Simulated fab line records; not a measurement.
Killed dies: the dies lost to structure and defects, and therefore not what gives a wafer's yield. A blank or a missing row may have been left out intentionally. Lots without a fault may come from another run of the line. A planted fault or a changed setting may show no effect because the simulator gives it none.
Which tool did it? / flow gf180mcu / 39 wafers from 13 lots sampled at 5 of the route's 602 steps

## WHAT THE GAUGES READ, wafer by wafer
GF_M4_OVL_MEAS_15.
lot=L935; measured=day 23 17:20; on=overlay-02; M4_OVL (nm)=2 4 13
lot=L937; measured=day 24 20:00; on=overlay-01; M4_OVL (nm)=-8 3 -10
lot=L938; measured=day 25 05:53; on=overlay-02; M4_OVL (nm)=4 -3 4
lot=L939; measured=day 25 23:23; on=overlay-02; M4_OVL (nm)=-5 14 4
lot=L940; measured=day 25 23:26; on=overlay-02; M4_OVL (nm)=-3 5 0
lot=L941; measured=day 26 03:11; on=overlay-01; M4_OVL (nm)=-11 3 -4
lot=L942; measured=day 26 09:20; on=overlay-01; M4_OVL (nm)=6 -2 -1
lot=L943; measured=day 26 19:03; on=overlay-02; M4_OVL (nm)=-2 -2 1
lot=L944; measured=day 27 00:32; on=overlay-01; M4_OVL (nm)=-1 0 -3
lot=L946; measured=day 27 21:22; on=overlay-01; M4_OVL (nm)=-4 0 -5
lot=L948; measured=day 28 03:40; on=overlay-01; M4_OVL (nm)=-3 0 -5
lot=L953; measured=day 29 15:58; on=overlay-02; M4_OVL (nm)=2 -2 1
lot=L957; measured=day 30 15:56; on=overlay-02; M4_OVL (nm)=2 0 0

GF_V4_BOW_MEAS_05.
lot=L935; measured=day 24 03:55; on=film-metro-02; V4_BOW (um)=118 120 124
lot=L937; measured=day 24 21:35; on=film-metro-03; V4_BOW (um)=146 131 135
lot=L938; measured=day 25 07:08; on=film-metro-01; V4_BOW (um)=126 135 128
lot=L939; measured=day 26 00:37; on=film-metro-02; V4_BOW (um)=122 140 129
lot=L940; measured=day 26 00:41; on=film-metro-03; V4_BOW (um)=147 132 141
lot=L941; measured=day 26 04:25; on=film-metro-03; V4_BOW (um)=142 144 157
lot=L942; measured=day 26 10:37; on=film-metro-01; V4_BOW (um)=148 161 150
lot=L943; measured=day 26 20:22; on=film-metro-02; V4_BOW (um)=126 138 132
lot=L944; measured=day 27 01:52; on=film-metro-03; V4_BOW (um)=141 131 130
lot=L946; measured=day 27 22:40; on=film-metro-01; V4_BOW (um)=143 140 151
lot=L948; measured=day 28 04:58; on=film-metro-03; V4_BOW (um)=131 136 112
lot=L953; measured=day 29 17:20; on=film-metro-03; V4_BOW (um)=132 145 140
lot=L957; measured=day 30 17:13; on=film-metro-01; V4_BOW (um)=149 153 144

GF_V4_CD_MEAS_14: target cd 260 nm.
lot=L935; measured=day 25 01:36; on=cd-sem-01; cd-nm (nm)=261.9 260.5 259.7
lot=L937; measured=day 25 18:35; on=cd-sem-01; cd-nm (nm)=259.2 258.6 259.8
lot=L938; measured=day 26 04:15; on=cd-sem-01; cd-nm (nm)=259.6 259.5 260.1
lot=L939; measured=day 26 21:05; on=cd-sem-01; cd-nm (nm)=261.4 260.1 260.0
lot=L940; measured=day 26 21:23; on=cd-sem-01; cd-nm (nm)=260.9 260.4 260.5
lot=L941; measured=day 27 01:20; on=cd-sem-01; cd-nm (nm)=263.3 263.5 261.7
lot=L942; measured=day 27 07:59; on=cd-sem-01; cd-nm (nm)=260.4 260.2 260.5
lot=L943; measured=day 27 16:44; on=cd-sem-01; cd-nm (nm)=261.0 260.1 260.9
lot=L944; measured=day 27 21:35; on=cd-sem-02; cd-nm (nm)=248.1 259.0 259.3
lot=L946; measured=day 28 18:07; on=cd-sem-02; cd-nm (nm)=250.5 262.0 250.7
lot=L948; measured=day 29 00:26; on=cd-sem-01; cd-nm (nm)=261.4 261.1 250.3
lot=L953; measured=day 30 12:05; on=cd-sem-01; cd-nm (nm)=261.9 263.2 261.4
lot=L957; measured=day 31 11:32; on=cd-sem-01; cd-nm (nm)=262.6 263.4 262.7

## WHICH TOOL RAN EACH LOT (tool, then ch and the chambers of the sampled wafers, then the start)
lot=L935; GF_V4_CVD_02=pecvd-03 ch 0,2, day 24 02:16; GF_V4_PEB_12=litho-track-03 ch 0, day 25 01:17
lot=L937; GF_V4_CVD_02=pecvd-02 ch 0,1,2, day 24 21:09; GF_V4_PEB_12=litho-track-04 ch 0, day 25 18:14
lot=L938; GF_V4_CVD_02=pecvd-02 ch 0,2, day 25 06:41; GF_V4_PEB_12=litho-track-04 ch 0, day 26 03:55
lot=L939; GF_V4_CVD_02=pecvd-03 ch 0,1,2, day 26 00:12; GF_V4_PEB_12=litho-track-03 ch 0, day 26 20:37
lot=L940; GF_V4_CVD_02=pecvd-02 ch 0,1, day 26 00:14; GF_V4_PEB_12=litho-track-04 ch 0, day 26 21:02
lot=L941; GF_V4_CVD_02=pecvd-02 ch 0,1,2, day 26 04:00; GF_V4_PEB_12=litho-track-01 ch 0, day 27 00:59
lot=L942; GF_V4_CVD_02=pecvd-01 ch 0,2, day 26 10:11; GF_V4_PEB_12=litho-track-01 ch 0, day 27 07:38
lot=L943; GF_V4_CVD_02=pecvd-02 ch 0,1,2, day 26 19:55; GF_V4_PEB_12=litho-track-04 ch 0, day 27 16:26
lot=L944; GF_V4_CVD_02=pecvd-01 ch 0,1, day 27 01:27; GF_V4_PEB_12=litho-track-01 ch 0, day 27 21:14
lot=L946; GF_V4_CVD_02=pecvd-01 ch 0,2, day 27 22:13; GF_V4_PEB_12=litho-track-01 ch 0, day 28 17:46
lot=L948; GF_V4_CVD_02=pecvd-01 ch 0,1,2, day 28 04:29; GF_V4_PEB_12=litho-track-01 ch 0, day 29 00:07
lot=L953; GF_V4_CVD_02=pecvd-03 ch 0,1,2, day 29 16:53; GF_V4_PEB_12=litho-track-03 ch 0, day 30 11:44
lot=L957; GF_V4_CVD_02=pecvd-02 ch 0,2, day 30 16:47; GF_V4_PEB_12=litho-track-04 ch 0, day 31 11:11
- GF_V4_CVD_02: deposits SiO2 from TEOS, target thk 850 nm, time 94.851 s.
- GF_V4_PEB_12: peb time 90 s.

## WHAT THE TOOLS THEMSELVES READ (means of the sampled wafers that have a number; where no wafer has one, the mark that the record gives instead)
GF_V4_CVD_02.
lot=L935; tool=pecvd-03; heater-power-w (W)=590
lot=L937; tool=pecvd-02; heater-power-w (W)=732
lot=L938; tool=pecvd-02; heater-power-w (W)=771
lot=L939; tool=pecvd-03; heater-power-w (W)=627
lot=L940; tool=pecvd-02; heater-power-w (W)=817
lot=L941; tool=pecvd-02; heater-power-w (W)=802
lot=L942; tool=pecvd-01; heater-power-w (W)=721
lot=L943; tool=pecvd-02; heater-power-w (W)=743
lot=L944; tool=pecvd-01; heater-power-w (W)=785
lot=L946; tool=pecvd-01; heater-power-w (W)=725
lot=L948; tool=pecvd-01; heater-power-w (W)=752
lot=L953; tool=pecvd-03; heater-power-w (W)=646
lot=L957; tool=pecvd-02; heater-power-w (W)=740

GF_V4_PEB_12.
lot=L935; tool=litho-track-03; heater-power-total-W (W)=85.62
lot=L937; tool=litho-track-04; heater-power-total-W (W)=85.77
lot=L938; tool=litho-track-04; heater-power-total-W (W)=85.69
lot=L939; tool=litho-track-03; heater-power-total-W (W)=85.67
lot=L940; tool=litho-track-04; heater-power-total-W (W)=85.80
lot=L941; tool=litho-track-01; heater-power-total-W (W)=85.67
lot=L942; tool=litho-track-01; heater-power-total-W (W)=85.72
lot=L943; tool=litho-track-04; heater-power-total-W (W)=85.70
lot=L944; tool=litho-track-01; heater-power-total-W (W)=89.62
lot=L946; tool=litho-track-01; heater-power-total-W (W)=93.44
lot=L948; tool=litho-track-01; heater-power-total-W (W)=89.52
lot=L953; tool=litho-track-03; heater-power-total-W (W)=85.64
lot=L957; tool=litho-track-04; heater-power-total-W (W)=85.68

## THE ANSWER, worked out from the rows above alone
Rule: the usual values come from the lots themselves. Put in order of their means at a reading, lots are off if they are a third of the lots or fewer, leave a main group of 4 or more, and stand apart from it by a gap of 3 or more times the standard deviation of the main group's means; of several such gaps the widest counts. A main group whose means are all the same, to the digits that the tables above print for the reading, isn't used. Also off: a lot with no number at a reading for which 4 or more lots have one. The other lots that the step has rows for count as sound. Order of review: gauges by route order, followed by the tools' own readings, for which a lot's mean as printed above is used. At the first step where some lot is off, the reading lying furthest off is the one used; lots without a number count as furthest.
Off: L944, L946, L948 (GF_V4_PEB_12, heater-power-total-W). Mean 85.70 W and standard deviation 0.052 in the main group.
A tool fits if, at that step or a process step before it, it ran every lot that is off, and no sound lot after the first of them. 2 tools fit, pecvd-01 at GF_V4_CVD_02 and litho-track-01 at GF_V4_PEB_12, so this cannot tell which one it is.

## WHAT THE SIMULATOR HAD INSERTED
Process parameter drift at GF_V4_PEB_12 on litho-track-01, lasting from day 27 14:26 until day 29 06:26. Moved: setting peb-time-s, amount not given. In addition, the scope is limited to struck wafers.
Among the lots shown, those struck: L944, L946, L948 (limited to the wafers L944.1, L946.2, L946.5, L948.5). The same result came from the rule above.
